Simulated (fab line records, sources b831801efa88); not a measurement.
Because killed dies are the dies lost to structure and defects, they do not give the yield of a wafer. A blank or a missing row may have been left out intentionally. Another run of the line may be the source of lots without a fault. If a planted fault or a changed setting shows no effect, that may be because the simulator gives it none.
Which of the tools did it? + flow gf180mcu + 14 lots with 42 wafers sampled at 3 steps, on a route of 602 steps

== WHAT THE GAUGES SHOWED, per wafer ==
GF_VT_IMPLANT_RS_MEAS_47: the measuring method here is four-point-probe. Usual: NWELL_RS gives 487.3 ohm/sq (standard deviation 1.1).
| lot  | measured     | on            | NWELL_RS (ohm/sq) | flag |
|------|--------------|---------------|-------------------|------|
| L166 | day 7 21:21  | film-metro-02 | 489.6 486.6 488.0 |      |
| L167 | day 8 02:41  | film-metro-02 | 489.5 488.4 488.3 |      |
| L168 | day 8 09:05  | film-metro-01 | 487.9 486.5 486.9 |      |
| L169 | day 8 17:38  | film-metro-02 | 484.9 487.7 487.0 |      |
| L170 | day 9 00:37  | film-metro-02 | 486.5 485.3 485.7 |      |
| L172 | day 9 13:09  | film-metro-04 | 486.8 487.9 485.5 |      |
| L173 | day 9 20:32  | film-metro-02 | 486.7 486.6 486.1 |      |
| L174 | day 10 03:45 | film-metro-02 | 487.6 487.5 486.5 |      |
| L175 | day 10 11:30 | film-metro-01 | 488.5 488.8 487.4 |      |
| L176 | day 10 16:02 | film-metro-02 | 487.2 489.7 488.1 |      |
| L177 | day 11 01:07 | film-metro-02 | 487.2 487.1 488.3 |      |
| L179 | day 11 15:20 | film-metro-01 | 487.5 488.2 487.1 |      |
| L181 | day 12 02:07 | film-metro-01 | 487.7 487.6 487.7 |      |
| L187 | day 13 16:08 | film-metro-02 | 485.7 486.2 484.9 |      |

== WHICH TOOL RAN EACH LOT (tool, then ch and the chambers of the sampled wafers, then the start) ==
| lot  | GF_NWELL_STRIP_10                   | GF_VT_IMPLANT_STRIP_09               |
|------|-------------------------------------|--------------------------------------|
| L166 | plasma-asher-01 ch 0,1, day 3 13:29 | plasma-asher-01 ch 0,1, day 5 22:07  |
| L167 | plasma-asher-01 ch 0,1, day 3 17:40 | plasma-asher-03 ch 0,1, day 6 03:55  |
| L168 | plasma-asher-01 ch 0,1, day 4 00:29 | plasma-asher-04 ch 0,1, day 6 09:47  |
| L169 | plasma-asher-03 ch 1, day 4 06:17   | plasma-asher-01 ch 0,1, day 6 17:20  |
| L170 | plasma-asher-03 ch 0,1, day 4 11:44 | plasma-asher-01 ch 0,1, day 6 23:14  |
| L172 | plasma-asher-03 ch 0,1, day 4 22:34 | plasma-asher-03 ch 0,1, day 7 11:52  |
| L173 | plasma-asher-01 ch 1, day 5 04:47   | plasma-asher-01 ch 0, day 7 17:58    |
| L174 | plasma-asher-03 ch 0,1, day 5 10:41 | plasma-asher-01 ch 0,1, day 7 23:56  |
| L175 | plasma-asher-01 ch 0,1, day 5 17:25 | plasma-asher-03 ch 0,1, day 8 07:08  |
| L176 | plasma-asher-04 ch 0,1, day 5 20:40 | plasma-asher-04 ch 0,1, day 8 11:26  |
| L177 | plasma-asher-01 ch 0,1, day 6 03:47 | plasma-asher-01 ch 0,1, day 8 20:29  |
| L179 | plasma-asher-03 ch 0,1, day 6 13:41 | plasma-asher-03 ch 1, day 9 07:53    |
| L181 | plasma-asher-03 ch 1, day 7 00:49   | plasma-asher-04 ch 0,1, day 9 18:25  |
| L187 | plasma-asher-03 ch 0,1, day 8 06:20 | plasma-asher-01 ch 0,1, day 11 05:17 |
- GF_NWELL_STRIP_10: strips in O2/N2.
- GF_VT_IMPLANT_STRIP_09: strips in O2/N2.

== AS READ BY THE TOOLS THEMSELVES (means over the sampled wafers that have a number; for cases with no such wafer, the mark the record gives instead) ==
GF_NWELL_STRIP_10. Usual: drypump-motor-current-A 5.7 A, standard deviation 0.36; heater-power-w 326 W, standard deviation 43; oes-product-au 0.722 a.u., standard deviation 0.0046; strip-time-to-endpoint-s 36.94 s, standard deviation 0.1.
| lot  | tool            | drypump-motor-current-A (A) | heater-power-w (W) | oes-product-au (a.u.) | strip-time-to-endpoint-s (s) | flag |
|------|-----------------|-----------------------------|--------------------|-----------------------|------------------------------|------|
| L166 | plasma-asher-01 | 5.6                         | 348                | 0.725                 | 37.02                        |      |
| L167 | plasma-asher-01 | 5.6                         | 344                | 0.720                 | 36.80                        |      |
| L168 | plasma-asher-01 | 5.5                         | 349                | 0.718                 | 36.93                        |      |
| L169 | plasma-asher-03 | 6.2                         | 293                | 0.722                 | 36.97                        |      |
| L170 | plasma-asher-03 | 6.0                         | 291                | 0.725                 | 36.81                        |      |
| L172 | plasma-asher-03 | 6.0                         | 297                | 0.724                 | 36.97                        |      |
| L173 | plasma-asher-01 | 5.7                         | 361                | 0.723                 | 37.03                        |      |
| L174 | plasma-asher-03 | 5.8                         | 277                | 0.724                 | 36.97                        |      |
| L175 | plasma-asher-01 | 5.6                         | 349                | 0.723                 | 36.96                        |      |
| L176 | plasma-asher-04 | 5.4                         | 356                | 0.721                 | 37.14                        |      |
| L177 | plasma-asher-01 | 5.4                         | 332                | 0.723                 | 37.06                        |      |
| L179 | plasma-asher-03 | 5.8                         | 294                | 0.724                 | 36.95                        |      |
| L181 | plasma-asher-03 | 6.2                         | 306                | 0.723                 | 36.99                        |      |
| L187 | plasma-asher-03 | 5.8                         | 296                | 0.722                 | 36.85                        |      |

GF_VT_IMPLANT_STRIP_09. Usual: drypump-motor-current-A 5.6 A, standard deviation 0.34; heater-power-w 332 W, standard deviation 39; oes-product-au 0.716 a.u., standard deviation 0.0045; strip-time-to-endpoint-s 12.63 s, standard deviation 0.035.
| lot  | tool            | drypump-motor-current-A (A) | heater-power-w (W) | oes-product-au (a.u.) | strip-time-to-endpoint-s (s) | flag |
|------|-----------------|-----------------------------|--------------------|-----------------------|------------------------------|------|
| L166 | plasma-asher-01 | 5.5                         | 341                | 0.716                 | 12.66                        |      |
| L167 | plasma-asher-03 | 6.0                         | 303                | 0.717                 | 12.61                        |      |
| L168 | plasma-asher-04 | 5.4                         | 360                | 0.712                 | 12.66                        |      |
| L169 | plasma-asher-01 | 5.4                         | 325                | 0.718                 | 12.61                        |      |
| L170 | plasma-asher-01 | 5.5                         | 346                | 0.719                 | 12.61                        |      |
| L172 | plasma-asher-03 | 5.8                         | 296                | 0.716                 | 12.65                        |      |
| L173 | plasma-asher-01 | 5.3                         | 316                | 0.711                 | 12.59                        |      |
| L174 | plasma-asher-01 | 5.4                         | 328                | 0.715                 | 12.61                        |      |
| L175 | plasma-asher-03 | 6.0                         | 300                | 0.716                 | 12.66                        |      |
| L176 | plasma-asher-04 | 5.7                         | 393                | 0.712                 | 12.64                        |      |
| L177 | plasma-asher-01 | 5.6                         | 350                | 0.719                 | 12.59                        |      |
| L179 | plasma-asher-03 | 6.2                         | 304                | 0.717                 | 12.62                        |      |
| L181 | plasma-asher-04 | 5.4                         | 358                | 0.721                 | 12.62                        |      |
| L187 | plasma-asher-01 | 5.4                         | 332                | 0.715                 | 12.67                        |      |

== THE ANSWER, worked out from the rows above alone ==
Rule: lot off if the mean of its wafers having a number is beyond 3 standard deviations from the usual mean. A lot without any number at a reading at which 4 lots or more have one is off too. Where the step has rows for the other lots, those lots are counted as sound. After the gauges, taken in route order, come the tools' own readings; for these a lot's mean is taken, as printed above. At the first step where some lot is off, the reading lying furthest off is the one used; lots without a number count as furthest.
Across all readings shown, no lot is off: no conclusion can be drawn from this.

== WHAT HAD BEEN PUT IN BY THE SIMULATOR ==
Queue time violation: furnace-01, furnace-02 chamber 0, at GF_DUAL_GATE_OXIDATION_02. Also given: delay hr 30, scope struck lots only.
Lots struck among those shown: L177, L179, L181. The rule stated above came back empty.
